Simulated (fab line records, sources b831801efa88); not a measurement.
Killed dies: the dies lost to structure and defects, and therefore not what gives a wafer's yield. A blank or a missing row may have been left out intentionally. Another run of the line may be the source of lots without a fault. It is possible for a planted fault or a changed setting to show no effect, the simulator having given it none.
Which tool did it? | flow gf180mcu | 18 wafers from 6 lots sampled at 3 of the route's 602 steps

== WHAT THE GAUGES SHOWED, per wafer ==
GF_PSD_RS_MEAS_14: a four-point-probe measurement.
lot  | measured     | on           | NSD_RS (ohm/sq)
L496 | day 15 02:59 | filmMetro-04 | 46.20 46.19 46.23
L498 | day 16 00:19 | filmMetro-01 | 46.19 46.18 46.19
L501 | day 17 04:47 | filmMetro-01 | 45.96 45.90 45.89
L510 | day 20 12:11 | filmMetro-01 | 49.48 49.45 49.48
L512 | day 20 21:05 | filmMetro-03 | 46.10 46.13 46.23
L515 | day 22 07:41 | filmMetro-01 | 45.95 46.09 46.05

== TOOL THAT RAN EACH LOT (tool first, then ch and the chambers of the sampled wafers, then the start) ==
lot  | GF_VT_IMPLANT_RTA_45            | GF_PSD_RTA_13
L496 | rtpAnneal-02 ch 0, day 8 06:23  | rtpAnneal-02 ch 0, day 15 02:50
L498 | rtpAnneal-01 ch 0, day 8 21:47  | rtpAnneal-01 ch 0, day 16 00:13
L501 | rtpAnneal-02 ch 0, day 9 21:40  | rtpAnneal-02 ch 0, day 17 04:41
L510 | rtpAnneal-02 ch 0, day 12 12:16 | rtpAnneal-01 ch 0, day 20 12:06
L512 | rtpAnneal-02 ch 0, day 12 19:38 | rtpAnneal-02 ch 0, day 20 21:00
L515 | rtpAnneal-02 ch 0, day 13 23:47 | rtpAnneal-02 ch 0, day 22 07:36
- GF_VT_IMPLANT_RTA_45: time 30 s.
- GF_PSD_RTA_13: time 20 s.

== THE ANSWER, worked out from the rows above alone ==
Rule: the usual values come from the lots themselves. Put in order of their means at a reading, lots are off if they are a third of the lots or fewer, leave a main group of 4 or more, and stand apart from it by a gap of 3 or more times the standard deviation of the main group's means; of several such gaps the widest counts. Not used: any main group whose means are identical at the precision the tables above print for the reading. A lot without any number at a reading at which 4 lots or more have one is off too. All remaining lots with rows at the step are treated as sound.
Off: L510, seen at GF_PSD_RS_MEAS_14 (NSD_RS). Mean 46.10 ohm/sq and standard deviation 0.11 in the main group.
If a tool, at a process step before that reading, ran all the lots that are off and no sound lot after the first of them, it fits. Gauges at GF_PSD_RS_MEAS_14: tried the same way as those tools. One fits: rtpAnneal-01 at GF_PSD_RTA_13. A fault onset in the window from L498 (day 16 00:13, its last sound lot) to L510 (day 20 12:06, its first lot off) fits.

== WHAT HAD BEEN PUT IN BY THE SIMULATOR ==
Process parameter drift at GF_PSD_RTA_13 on rtpAnneal-01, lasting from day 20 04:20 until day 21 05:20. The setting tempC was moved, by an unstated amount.
Lots struck among those shown: L510. The rule above found the same.
